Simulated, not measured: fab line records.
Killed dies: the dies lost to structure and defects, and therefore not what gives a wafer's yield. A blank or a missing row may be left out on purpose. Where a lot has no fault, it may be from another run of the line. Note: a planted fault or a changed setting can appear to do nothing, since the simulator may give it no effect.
fab line records | flow gf180mcu
record: lots: 5 wafers: 15 lastDay: 34
route steps=602 shown V4@482 MIM@503
lots that met no fault: taken from a fault-free run of the same line
startH: hours from the record's opening day to when the first of the lot's shown wafers began | waitH: hours elapsed since this lot's preceding step | " identical to the entry in the row above | L1.1+2: one row covering several wafers at once | - value missing, or start not given | * or withheld: withheld | < > ~ a bound
route shown NAME@n: names a module that has steps shown in the file, with the first one's number in the route | usual: the fault-free wafers' mean and standard deviation | same: alike in all rows | chamber/n: place in a boat | sites: the reading at each site | _std_site: standard deviation of those values | _edge_site: inner sites' mean taken away from outer sites' mean | radiusMm: for every site, how far away it sits from the centre of the wafer | mask NAME#n: copy n | behind: the most recent tool/chamber to have shaped the wafer | hold: reason for holding the lot/hours on hold/outcome of the hold | device: transistor that didn't switch, given as n, p or np | end of line: the route-end tests of the same wafers | a step without rows: its recipe alone | killed: dies lost to structure and defects at the first sort, not the wafer's yield | map: a wafer's dies, marking killed ones x, the rest . and places with no die _
set.NAME: setting as actually run; set.NAME@STEP: the setting as run at that earlier step | model.NAME: the simulator's own value behind a step, which no gauge read
a table for each step, a row for each wafer; lots at some steps of the route
services: from which hour (startH, from the record's first day; less than 0 if before it) a tool's chamber was out of use, for how many hours, and why
== steps ==
step: GF_V4_DEHYDRATE_06
recipe: tempC: 200 timeS: 60
usual: heaterPowerTotalW: 160.35/0.12
columns lot.wafer tool chamber startH waitH heaterPowerTotalW
L077.1 lithoTrack-02 0 574.61 10.1 160.58
L077.4 " 0 " " 160.35
L077.5 " 0 " " 160.21
L083.1 lithoTrack-01 0 621.45 9.7 160.31
L083.3 " 0 " " 160.36
L083.6 " 0 " " 160.50
L086.1 lithoTrack-02 0 645.66 9.5 160.37
L086.2 " 0 " " 160.28
L086.6 " 0 " " 160.38
L087.1 lithoTrack-01 0 649.15 9.6 160.37
L087.2 " 0 " " 160.42
L087.3 " 0 " " 160.43
L097.1 lithoTrack-03 0 725.04 8.4 160.48
L097.4 " 0 " " 160.33
L097.5 " 0 " " 160.33
step: GF_V4_HMDS_07
recipe: primeTimeS: 60 primeTempC: 120
columns lot.wafer tool chamber startH waitH
L077.1+4+5 lithoTrack-02 0 574.76 0.1
L083.1+3+6 lithoTrack-01 0 621.60 0.1
L086.1+2+6 lithoTrack-02 0 645.81 0.1
L087.1+2+3 lithoTrack-01 0 649.30 0.1
L097.1+4+5 lithoTrack-03 0 725.19 0.1
step: GF_V4_COAT_08
recipe: resist: BARC tempC: withheld timeS: withheld spinRpm: withheld resistThkNm: withheld
columns lot.wafer tool chamber startH waitH
L077.1+4+5 lithoTrack-02 0 574.91 0.1
L083.1+3+6 lithoTrack-01 0 621.75 0.1
L086.1+2+6 lithoTrack-02 0 645.96 0.1
L087.1+2+3 lithoTrack-01 0 649.45 0.1
L097.1+4+5 lithoTrack-03 0 725.34 0.1
step: GF_V4_COAT_09
recipe: resist: KrF spinRpm: withheld resistThkNm: 1000
columns lot.wafer tool chamber startH waitH
L077.1+4+5 lithoTrack-02 0 - -
L083.1+3+6 lithoTrack-01 0 - -
L086.1+2+6 lithoTrack-02 0 - -
L087.1+2+3 lithoTrack-01 0 - -
L097.1+4+5 lithoTrack-03 0 - -
step: GF_V4_SOFTBAKE_10
recipe: tempC: 130 timeS: 60 resist: KrF
usual: heaterPowerTotalW: 93.06/0.059
columns lot.wafer tool chamber startH waitH heaterPowerTotalW
L077.1 lithoTrack-02 0 - - 93.10
L077.4 " 0 " " 93.05
L077.5 " 0 " " 93.07
L083.1 lithoTrack-01 0 - - 93.04
L083.3 " 0 " " 93.05
L083.6 " 0 " " 93.04
L086.1 lithoTrack-02 0 - - 92.99
L086.2 " 0 " " 92.96
L086.6 " 0 " " 93.10
L087.1 lithoTrack-01 0 - - 93.08
L087.2 " 0 " " 93.04
L087.3 " 0 " " 93.06
L097.1 lithoTrack-03 0 - - 93.06
L097.4 " 0 " " 93.06
L097.5 " 0 " " 93.06
step: GF_V4_EXPOSE_11
recipe: maskId: Via4 targetCdNm: 260 na: 0.68 sourceShape: conventional sigmaOuter: 0.6 doseMj: 38.8
usual: reticleTempC: 23.02/0.1
same: sigmaOuter: 0.6
columns lot.wafer tool chamber startH waitH mask reticleTempC
L077.1 krfScanner-02 0 - - Via4#0 22.82
L077.4 " 0 " " Via4#0 22.98
L077.5 " 0 " " Via4#0 22.80
L083.1 krfScanner-01 0 - - Via4#0 22.99
L083.3 " 0 " " Via4#0 22.94
L083.6 " 0 " " Via4#0 23.12
L086.1 krfScanner-02 0 - - Via4#0 23.07
L086.2 " 0 " " Via4#0 22.91
L086.6 " 0 " " Via4#0 22.92
L087.1 krfScanner-02 0 - - Via4#0 23.00
L087.2 " 0 " " Via4#0 23.02
L087.3 " 0 " " Via4#0 23.01
L097.1 krfScanner-02 0 - - Via4#0 23.03
L097.4 " 0 " " Via4#0 23.02
L097.5 " 0 " " Via4#0 22.71
step: GF_V4_PEB_12
recipe: pebTempC: 135 pebTimeS: 90 resist: KrF
usual: heaterPowerTotalW: 85.70/0.085
columns lot.wafer tool chamber startH waitH heaterPowerTotalW
L077.1 lithoTrack-02 0 - - 85.53
L077.4 " 0 " " 85.63
L077.5 " 0 " " 85.58
L083.1 lithoTrack-01 0 - - 85.80
L083.3 " 0 " " 85.70
L083.6 " 0 " " 85.66
L086.1 lithoTrack-01 0 - - 85.60
L086.2 " 0 " " 85.82
L086.6 " 0 " " 85.67
L087.1 lithoTrack-01 0 - - 85.81
L087.2 " 0 " " 85.79
L087.3 " 0 " " 85.64
L097.1 lithoTrack-02 0 - - 85.75
L097.4 " 0 " " 85.74
L097.5 " 0 " " 85.75
step: GF_V4_DEVELOP_13
recipe: developTimeS: 60 resist: KrF devTempC: 21
columns lot.wafer tool chamber startH waitH
L077.1+4+5 lithoTrack-02 0 586.31 0.2
L083.1+3+6 lithoTrack-01 0 632.20 0.2
L086.1+2+6 lithoTrack-01 0 655.40 0.2
L087.1+2+3 lithoTrack-01 0 659.40 0.2
L097.1+4+5 lithoTrack-02 0 734.46 0.2
step: GF_V4_CD_MEAS_14
recipe: targetCdNm: 260
usual: cdNm: 260.5/1.3
columns lot.wafer tool chamber startH waitH cdNm
L077.1 cdSem-01 - 586.46 0.1 259.6
L077.4 " - " " 260.9
L077.5 " - " " 258.1
L083.1 cdSem-01 - 632.35 0.1 260.4
L083.3 " - " " 260.0
L083.6 " - " " 260.3
L086.1 cdSem-02 - 655.55 0.1 261.8
L086.2 " - " " 259.9
L086.6 " - " " 261.9
L087.1 cdSem-01 - 659.55 0.1 259.6
L087.2 " - " " 258.1
L087.3 " - " " 258.4
L097.1 cdSem-02 - 734.61 0.1 260.5
L097.4 " - " " 260.2
L097.5 " - " " 258.4
step: GF_V4_OVL_MEAS_15
usual: V4_OVL: 3/4.6
columns lot.wafer tool chamber startH waitH V4_OVL[nm]
L077.1 overlay-01 - 586.58 0.1 6
L077.4 " - " " -2
L077.5 " - " " 2
L083.1 overlay-02 - 632.47 0.1 2
L083.3 " - " " 5
L083.6 " - " " -1
L086.1 overlay-01 - 655.67 0.1 8
L086.2 " - " " -1
L086.6 " - " " 3
L087.1 overlay-01 - 659.67 0.1 2
L087.2 " - " " 2
L087.3 " - " " 4
L097.1 overlay-02 - 734.73 0.1 12
L097.4 " - " " 13
L097.5 " - " " 11
step: GF_V4_ETCH_16
recipe: chemistry: N2/H2 targetDepthA: withheld overetchA: withheld timeS: withheld target: BARC ionEnergyEv: 200 sourceW: 500 biasW: 100 pressureMtorr: 30 n2FlowSccm: 100 h2FlowSccm: 200
usual: chamberPressureMTorr: 30.000/0.024 drypumpMotorCurrentA: 5.6/0.47 oesProductAu: 0.855/0.0051 throttleValvePct: 13.226/0.0095
columns lot.wafer tool chamber startH waitH chamberPressureMTorr drypumpMotorCurrentA oesProductAu throttleValvePct
L077.1 rieDiel-03 2 586.61 0.0 30.026 5.9 0.855 13.237
L077.4 " 1 " " 30.038 6.1 0.858 13.224
L077.5 " 2 " " 30.011 5.8 0.855 13.214
L083.1 rieDiel-02 0 632.50 0.0 29.988 6.3 0.854 13.230
L083.3 " 1 " " 30.057 5.8 0.855 13.227
L083.6 " 0 " " 30.005 6.3 0.841 13.226
L086.1 rieDiel-01 2 655.70 0.0 29.968 5.2 0.850 13.232
L086.2 " 1 " " 29.968 4.9 0.860 13.228
L086.6 " 3 " " 29.990 5.5 0.851 13.233
L087.1 rieDiel-02 3 659.70 0.0 29.967 5.6 0.854 13.226
L087.2 " 1 " " 29.987 5.7 0.856 13.216
L087.3 " 0 " " 29.988 6.3 0.855 13.219
L097.1 rieDiel-02 3 734.76 0.0 30.051 5.6 0.856 13.221
L097.4 " 0 " " 29.989 6.3 0.859 13.234
L097.5 " 1 " " 29.962 5.7 0.857 13.219
step: GF_V4_ETCH_17
recipe: chemistry: C4F8/O2/Ar maskMaterial: KrF target: SiO2 stopOn: TiN sourceW: 1500 biasW: 1200 pressureMtorr: 40 c4f8FlowSccm: withheld O2_flow_sccm: 6 Ar_flow_sccm: 300 timeS: withheld targetDepthA: 6300
usual: chamberPressureMTorr: 40.00/0.038 oesProductAu: 0.856/0.0046
columns lot.wafer tool chamber startH waitH chamberPressureMTorr oesProductAu
L077.1 rieDiel-03 2 - - 40.02 0.847
L077.4 " 1 " " 39.98 0.849
L077.5 " 2 " " 40.04 0.851
L083.1 rieDiel-02 0 - - 40.02 0.856
L083.3 " 1 " " 39.98 0.858
L083.6 " 0 " " 39.99 0.857
L086.1 rieDiel-01 2 - - 40.03 0.854
L086.2 " 1 " " 39.94 0.852
L086.6 " 3 " " 39.95 0.860
L087.1 rieDiel-02 3 - - 40.05 0.856
L087.2 " 1 " " 40.05 0.856
L087.3 " 0 " " 39.93 0.859
L097.1 rieDiel-02 3 - - 39.97 0.857
L097.4 " 0 " " 39.98 0.857
L097.5 " 1 " " 40.02 0.857
step: GF_V4_STRIP_18
recipe: chemistry: O2/N2 powerW: 1400 pressureMtorr: 1500 platenTempC: 250 o2FlowSccm: 3000 n2FlowSccm: 300 overashFraction: 0.5
usual: chamberPressureMTorr: 1500.1/1.4 drypumpMotorCurrentA: 5.5/0.46 heaterPowerW: 303/18 oesProductAu: 0.593/0.0051
columns lot.wafer tool chamber startH waitH chamberPressureMTorr drypumpMotorCurrentA heaterPowerW oesProductAu rfHoursCounterH
L077.1 plasmaAsher-04 1 586.74 - 1501.2 5.0 275 0.596 92
L077.4 " 0 " " 1502.1 5.7 312 0.596 -
L077.5 " 1 " " 1499.6 5.0 277 0.587 -
L083.1 plasmaAsher-01 1 632.63 - 1499.3 6.1 296 0.597 54
L083.3 " 0 " " 1498.1 6.1 333 0.602 -
L083.6 " 0 " " 1498.5 6.1 322 0.598 -
L086.1 plasmaAsher-01 0 655.83 - 1500.3 6.1 336 0.591 56
L086.2 " 1 " " 1499.9 6.1 297 0.584 56
L086.6 " 1 " " 1499.9 6.0 290 0.586 -
L087.1 plasmaAsher-01 0 659.83 - 1500.4 6.1 338 0.585 56
L087.2 " 1 " " 1500.7 6.1 295 0.593 56
L087.3 " 1 " " 1503.9 6.1 290 0.587 -
L097.1 plasmaAsher-01 0 734.89 - 1499.1 6.1 326 0.594 66
L097.4 " 1 " " 1499.1 6.1 291 0.594 -
L097.5 " 1 " " 1500.5 6.1 290 0.606 -
step: GF_V4_STRIP_19
recipe: chemistry: postEtchResidueRemover timeS: 1200 tempC: 72.5
columns lot.wafer tool chamber startH waitH
L077.1+4+5 wetBench-02 0 586.84 0.1
L083.1+3+6 wetBench-02 2 632.73 0.1
L086.1+2+6 wetBench-02 0 655.93 0.1
L087.1+2+3 wetBench-03 2 659.93 0.1
L097.1+4+5 wetBench-03 0 734.99 0.1
step: GF_V4_CLEAN_20
recipe: chemistry: DIW dry: n2Spin
columns lot.wafer tool chamber startH waitH
L077.1+4+5 wetBench-03 2 587.21 0.0
L083.1+3+6 wetBench-03 2 633.10 0.0
L086.1+2+6 wetBench-04 0 656.61 0.0
L087.1+2+3 wetBench-04 0 660.30 0.0
L097.1+4+5 wetBench-02 3 735.33 0.0
step: GF_V4_SPUTTER_21
recipe: material: Ti targetThkNm: 15 chamberPressurePa: 5 powerW: 2500 substrateTempC: 200 timeS: 80.02
usual: substrateTempC: 199.98/0.16 throttleValvePct: 29.9/1.2
columns lot.wafer tool chamber startH waitH substrateTempC throttleValvePct
L077.1 pvdSputter-04 - 587.31 0.0 199.78 29.0
L077.4 " - " " 200.16 30.1
L077.5 " - " " 199.90 29.7
L083.1 pvdSputter-01 - 633.20 0.0 200.03 29.0
L083.3 " - " " 199.96 29.8
L083.6 " - " " 199.98 29.2
L086.1 pvdSputter-01 - 656.71 0.0 200.10 29.4
L086.2 " - " " 200.06 30.1
L086.6 " - " " 200.14 32.4
L087.1 pvdSputter-03 - 660.40 0.0 200.09 30.0
L087.2 " - " " 199.98 32.5
L087.3 " - " " 199.90 28.3
L097.1 pvdSputter-03 - 735.42 0.0 200.07 28.4
L097.4 " - " " 199.96 29.6
L097.5 " - " " 200.00 30.2
step: GF_V4_SPUTTER_22
recipe: material: TiN targetThkNm: 10 chamberPressurePa: 5 powerW: 4000 timeS: 40
usual: throttleValvePct: 29.9/1.2
columns lot.wafer tool chamber startH waitH throttleValvePct
L077.1 pvdSputter-04 - 587.38 0.0 28.7
L077.4 " - " " 29.9
L077.5 " - " " 30.0
L083.1 pvdSputter-01 - 633.26 0.0 28.8
L083.3 " - " " 29.2
L083.6 " - " " 28.7
L086.1 pvdSputter-01 - 656.77 0.0 29.3
L086.2 " - " " 30.1
L086.6 " - " " 32.3
L087.1 pvdSputter-03 - 660.46 0.0 29.8
L087.2 " - " " 32.3
L087.3 " - " " 28.1
L097.1 pvdSputter-03 - 735.49 0.0 28.3
L097.4 " - " " 29.2
L097.5 " - " " 29.9
step: GF_V4_CVD_23
recipe: material: W targetThkNm: 350 timeS: 104.9 tempC: 400 pressureTorr: 40
usual: heaterPowerW: 868/74
columns lot.wafer tool chamber startH waitH heaterPowerW
L077.1 cvdW-02 1 587.41 0.0 882
L077.4 " 0 " " 783
L077.5 " 1 " " 874
L083.1 cvdW-01 0 633.30 0.0 908
L083.3 " 1 " " 922
L083.6 " 1 " " 946
L086.1 cvdW-02 0 656.81 0.0 781
L086.2 " 0 " " 782
L086.6 " 0 " " 763
L087.1 cvdW-02 0 660.50 0.0 752
L087.2 " 0 " " 766
L087.3 " 0 " " 773
L097.1 cvdW-01 0 735.52 0.0 865
L097.4 " 0 " " 935
L097.5 " 1 " " 957
step: GF_V4_RS_MEAS_24
recipe: thkMeasGauge: four-point-probe reads: W_of_V4_CVD_23+TiN_of_V4_SPUTTER_22+Ti_of_V4_SPUTTER_21
usual: V4_W_RS: 0.328/0.0039
columns lot.wafer tool chamber startH waitH V4_W_RS[ohm/sq]
L077.1 filmMetro-03 - 587.53 0.1 0.329
L077.4 " - " " 0.324
L077.5 " - " " 0.326
L083.1 filmMetro-01 - 633.41 0.1 0.326
L083.3 " - " " 0.330
L083.6 " - " " 0.333
L086.1 filmMetro-04 - 657.04 0.2 0.328
L086.2 " - " " 0.323
L086.6 " - " " 0.324
L087.1 filmMetro-04 - 660.77 0.2 0.328
L087.2 " - " " 0.330
L087.3 " - " " 0.331
L097.1 filmMetro-04 - 735.64 0.1 0.327
L097.4 " - " " 0.329
L097.5 " - " " 0.332
step: GF_V4_THK_MEAS_25
recipe: thkMeasGauge: xrf reads: W_of_V4_CVD_23
usual: V4_W_THK: 357/5.3
columns lot.wafer tool chamber startH waitH V4_W_THK[nm]
L077.1 filmMetro-03 - 587.65 0.1 356
L077.4 " - " " 361
L077.5 " - " " 360
L083.1 filmMetro-01 - 633.53 0.1 357
L083.3 " - " " 356
L083.6 " - " " 352
L086.1 filmMetro-04 - 657.16 0.1 352
L086.2 " - " " 359
L086.6 " - " " 354
L087.1 filmMetro-04 - 660.89 0.1 350
L087.2 " - " " 348
L087.3 " - " " 348
L097.1 filmMetro-04 - 735.76 0.1 358
L097.4 " - " " 354
L097.5 " - " " 351
step: GF_V4_CMP_26
recipe: stopOn: SiO2 downForcePsi: 3.5 platenRpm: 60 tOverpolishS: 15 targetThkNm: 0 padVelocityMS: 0.94248
usual: motorCurrentA: 10.9/1.1 overpolishRunS: 15.000/0.0088 platenRpm: 60.00/0.041 timeToEndpointS: 84/4
columns lot.wafer tool chamber startH waitH motorCurrentA overpolishRunS platenRpm timeToEndpointS
L077.1 cmp-01 2 587.71 0.1 11.3 14.987 59.94 83
L077.4 " 3 " " 12.0 14.990 59.97 81
L077.5 " 2 " " 11.2 15.004 59.99 86
L083.3 cmp-01 2 633.69 0.1 11.5 15.010 59.99 91
L083.1 " 3 " " 12.1 14.996 60.01 86
L083.6 " 0 " " 10.5 15.002 60.05 87
L086.1 cmp-01 1 657.22 0.1 11.9 15.018 60.01 80
L086.2 " 0 " " 10.4 14.996 60.01 84
L086.6 " 1 " " 11.9 14.994 60.07 87
L087.1 cmp-01 0 660.95 0.1 10.8 15.004 60.03 89
L087.3 " 1 " " 12.0 14.998 59.98 86
L087.2 " 3 " " 11.7 14.994 59.98 85
L097.4 cmp-01 0 735.87 0.1 10.7 15.003 59.95 85
L097.1 " 1 " " 11.9 14.986 59.99 85
L097.5 " 0 " " 11.2 15.013 59.96 85
step: GF_MIM_SPUTTER_00
recipe: material: Ti targetThkNm: 37.5 arrivingIonEnergyEv: 80 substrateTempC: 200 chamberPressurePa: 2 powerW: 4000 timeS: 150
usual: substrateTempC: 199.99/0.15 throttleValvePct: 30.2/1.4
columns lot.wafer tool chamber startH waitH substrateTempC throttleValvePct
L077.1 pvdSputter-01 - 588.01 0.2 200.05 29.0
L077.4 " - " " 200.23 30.0
L077.5 " - " " 199.85 32.5
L083.1 pvdSputter-02 - 633.89 0.1 199.98 31.8
L083.3 " - " " 199.86 29.4
L083.6 " - " " 199.82 29.3
L086.1 pvdSputter-02 - 657.52 0.2 199.82 30.6
L086.2 " - " " 199.93 31.8
L086.6 " - " " 200.04 29.4
L087.1 pvdSputter-01 - 661.25 0.2 200.12 32.6
L087.2 " - " " 199.83 29.4
L087.3 " - " " 200.04 30.3
L097.1 pvdSputter-01 - 736.12 0.1 199.95 29.7
L097.4 " - " " 200.23 29.0
L097.5 " - " " 199.94 32.4
step: GF_MIM_SPUTTER_01
recipe: material: TiN targetThkNm: 30 powerW: 6500 timeS: 25.8 chamberPressurePa: 0.4
usual: throttleValvePct: 30.2/1.5
columns lot.wafer tool chamber startH waitH throttleValvePct
L077.1 pvdSputter-01 - 588.11 0.1 28.8
L077.4 " - " " 30.1
L077.5 " - " " 32.4
L083.1 pvdSputter-02 - 633.99 0.1 31.7
L083.3 " - " " 29.5
L083.6 " - " " 29.2
L086.1 pvdSputter-02 - 657.62 0.1 30.9
L086.2 " - " " 31.8
L086.6 " - " " 29.4
L087.1 pvdSputter-01 - 661.35 0.1 32.5
L087.2 " - " " 29.2
L087.3 " - " " 30.0
L097.1 pvdSputter-01 - 736.22 0.1 29.5
L097.4 " - " " 28.7
L097.5 " - " " 32.7
step: GF_MIM_SPUTTER_02
recipe: material: AlCu targetThkNm: 450 powerW: 10600 timeS: 23.9 chamberPressurePa: 0.4
usual: throttleValvePct: 30.2/1.5
columns lot.wafer tool chamber startH waitH throttleValvePct
L077.1 pvdSputter-01 - 588.14 0.0 29.0
L077.4 " - " " 29.9
L077.5 " - " " 32.4
L083.1 pvdSputter-02 - 634.02 0.0 31.6
L083.3 " - " " 29.2
L083.6 " - " " 29.5
L086.1 pvdSputter-02 - 657.65 0.0 30.6
L086.2 " - " " 31.7
L086.6 " - " " 29.3
L087.1 pvdSputter-01 - 661.38 0.0 32.4
L087.2 " - " " 29.3
L087.3 " - " " 30.1
L097.1 pvdSputter-01 - 736.25 0.0 29.5
L097.4 " - " " 29.2
L097.5 " - " " 32.4
step: GF_MIM_SPUTTER_03
recipe: material: Ti targetThkNm: 10 substrateTempC: 300 chamberPressurePa: 0.3 powerW: 3000 timeS: 6.7
usual: substrateTempC: 299.99/0.17 throttleValvePct: 30.2/1.4
columns lot.wafer tool chamber startH waitH substrateTempC throttleValvePct
L077.1 pvdSputter-01 - 588.17 0.0 299.73 29.1
L077.4 " - " " 299.43 30.3
L077.5 " - " " 300.04 32.4
L083.1 pvdSputter-02 - 634.05 0.0 299.95 31.8
L083.3 " - " " 299.99 29.2
L083.6 " - " " 300.05 29.3
L086.1 pvdSputter-02 - 657.68 0.0 299.81 30.5
L086.2 " - " " 300.04 31.7
L086.6 " - " " 300.33 29.2
L087.1 pvdSputter-01 - 661.41 0.0 299.77 32.5
L087.2 " - " " 300.23 29.3
L087.3 " - " " 299.93 30.1
L097.1 pvdSputter-01 - 736.28 0.0 299.94 29.3
L097.4 " - " " 300.11 29.0
L097.5 " - " " 300.08 32.3
== services ==
columns tool chamber startH hours kind
krfScanner-02 - 562.94 0.4 repair
cmp-01 - 572.00 4.0 pm
rieDiel-03 2 577.56 4.6 repair
cmp-01 - 578.68 7.5 pm
pvdSputter-02 - 583.26 6.2 repair
cmp-01 - 587.20 0.4 repair
pvdSputter-03 - 593.78 9.8 repair
cvdW-02 - 598.43 1.0 repair
rieDiel-02 - 614.17 2.8 pm
krfScanner-02 - 615.74 0.2 repair
cvdW-02 0 615.92 19.6 repair
pvdSputter-01 - 619.37 4.2 repair
cvdW-02 1 623.18 11.3 repair
cvdW-02 - 623.84 2.7 repair
krfScanner-02 - 627.60 0.8 pm
pvdSputter-01 - 629.73 3.0 repair
plasmaAsher-01 - 644.51 0.7 repair
cvdW-02 1 652.01 9.8 repair
krfScanner-02 - 664.15 1.3 pm
cmp-01 - 668.11 2.3 repair
krfScanner-02 - 680.48 1.0 pm
pvdSputter-02 - 686.10 3.9 repair
krfScanner-02 - 721.28 4.4 pm
pvdSputter-02 - 731.42 4.7 repair
== key ==
fault none
